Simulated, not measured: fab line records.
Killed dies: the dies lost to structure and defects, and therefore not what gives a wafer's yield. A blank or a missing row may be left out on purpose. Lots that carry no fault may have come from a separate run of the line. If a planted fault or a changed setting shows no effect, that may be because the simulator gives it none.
A single fault, viewed from 2 desks -- flow sky130 -- what lay behind the numbers comes last; until then each desk has only its own

## THE TOOL OWNER'S DESK: implanter-03
For each lot that ran on this tool, the mean over its sampled wafers that have a number, from the tool's own readings at SKY_LDD_HVN_IMPLANT_08. The brackets show how far a lot's mean lies from the usual mean; more than 4 standard deviations puts the lot out of limits, marked OUT.
Columns: A = dose ions cm2 at SKY_LDD_HVN_IMPLANT_08, usual 2.999e+13; B = faraday current uA at SKY_LDD_HVN_IMPLANT_08, usual 169
lot,first seen here,A,B
L707,day 20 21:33,2.999e+13,168
L713,day 23 18:58,3.003e+13,167
L719,day 25 00:07,2.752e+13 (-80) OUT,152 (-4.8) OUT
L720,day 25 15:49,2.752e+13 (-80) OUT,155
L729,day 28 13:07,2.996e+13,168
This desk's finding: out of limits on L719, L720; first on L719, day 25 00:07 (dose ions cm2 at SKY_LDD_HVN_IMPLANT_08). Within limits: L707, L713, L729.

## FROM THE METROLOGY DESK
Lot by lot, what the gauges showed, no matter which tool ran the lot: averages of those sampled wafers that carry a number. The brackets show how far a lot's mean lies from the usual mean; more than 4 standard deviations puts the lot out of limits, marked OUT.
Columns: A = LDD_HVN_TW at SKY_LDD_HVN_TW_MEAS_10, usual 1439
lot,first seen here,A
L706,day 20 12:01,1441
L707,day 20 21:47,1444
L709,day 21 15:23,1442
L710,day 21 18:35,1446
L713,day 23 19:11,1451
L715,day 23 22:26,1421
L717,day 24 07:14,1421
L719,day 25 00:20,1403 (-4.0) OUT
L720,day 25 16:04,1400 (-4.3) OUT
L722,day 26 09:22,1440
L723,day 26 11:07,1441
L726,day 27 09:25,1432
L728,day 28 09:34,1425
L729,day 28 13:22,1436
This desk reports L719, L720 out of limits; the earliest was L719 at day 25 00:20 (LDD_HVN_TW at SKY_LDD_HVN_TW_MEAS_10). Within limits: L706, L707, L709, L710, L713, L715, L717, L722, L723, L726, L728, L729.

## PUT TOGETHER
The tool owner's desk had the chance to raise an alarm at day 25 00:07 on L719, L720.
An alarm was possible from the metrology desk at day 25 00:20, on L719, L720.
Every lot named ran SKY_LDD_HVN_IMPLANT_08 on implanter-03.

## WHAT HAD BEEN PUT IN BY THE SIMULATOR
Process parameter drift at SKY_LDD_HVN_IMPLANT_08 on implanter-03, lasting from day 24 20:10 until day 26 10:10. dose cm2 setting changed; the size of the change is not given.
Struck lots among those shown: L719, L720.
Hours from the fault's start to each desk's first reading out of limits: the tool owner's desk, 4; the metrology desk, 4.
